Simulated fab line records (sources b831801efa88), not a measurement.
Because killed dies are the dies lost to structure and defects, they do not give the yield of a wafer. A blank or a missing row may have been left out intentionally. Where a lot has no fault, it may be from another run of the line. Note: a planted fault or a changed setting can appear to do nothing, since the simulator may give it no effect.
Chamber matching || flow sfqLine || 4 sister chambers for SFQ_TRILAYER_I2_VIA_ETCH_VIA_ETCH_070 on rieDiel-04
The step etches SiO2 in CHF3, stops on Nb, target depth 260 nm. 4 wafers are shown with their chamber, then 6 later ones without.

WAFERS PAIRED WITH THEIR CHAMBERS
{"wafer": "L500.1", "chamber": 3, "drypumpMotorCurrentA (A)": 6.4}
{"wafer": "L501.5", "chamber": 1, "drypumpMotorCurrentA (A)": 5.7}
{"wafer": "L502.1", "chamber": 2, "drypumpMotorCurrentA (A)": 5.3}
{"wafer": "L502.4", "chamber": 0, "drypumpMotorCurrentA (A)": 5.8}

WAFERS WITH NO CHAMBER GIVEN
{"wafer": "L502.5", "drypumpMotorCurrentA (A)": 5.8}
{"wafer": "L509.2", "drypumpMotorCurrentA (A)": 5.8}
{"wafer": "L509.5", "drypumpMotorCurrentA (A)": 5.4}
{"wafer": "L514.2", "drypumpMotorCurrentA (A)": 5.9}
{"wafer": "L514.4", "drypumpMotorCurrentA (A)": 5.6}
{"wafer": "L514.5", "drypumpMotorCurrentA (A)": 5.7}

THE CHAMBER EACH PASSED THROUGH
{"wafer": "L502.5", "from the rows above": "can't be placed: 0 or 1", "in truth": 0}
{"wafer": "L509.2", "from the rows above": "can't be placed: 0 or 1", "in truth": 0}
{"wafer": "L509.5", "from the rows above": 2, "in truth": 2}
{"wafer": "L514.2", "from the rows above": "can't be placed: 0 or 1", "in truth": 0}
{"wafer": "L514.4", "from the rows above": "can't be placed: 1 or 0", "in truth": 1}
{"wafer": "L514.5", "from the rows above": "can't be placed: 1 or 0", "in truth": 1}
Correctly placed: 1 of 6. Unplaceable from these rows: 5, with the true chamber sitting among the candidates in 5. Wrongly placed: 0.
How it was worked out, from the rows above alone: a wafer's distance from a chamber is the root of the sum, over the readings, of the square of ((its reading less the chamber's mean) divided by the reading's scatter). If the next closest chamber is less than 2 further off than the closest, the wafer can't be placed; otherwise it belongs to the closest. Each chamber's mean is taken over the wafers shown for it. The scatter: with one shown wafer a chamber, the root of the mean of the squares of how far each hidden wafer lies from its nearest shown one.
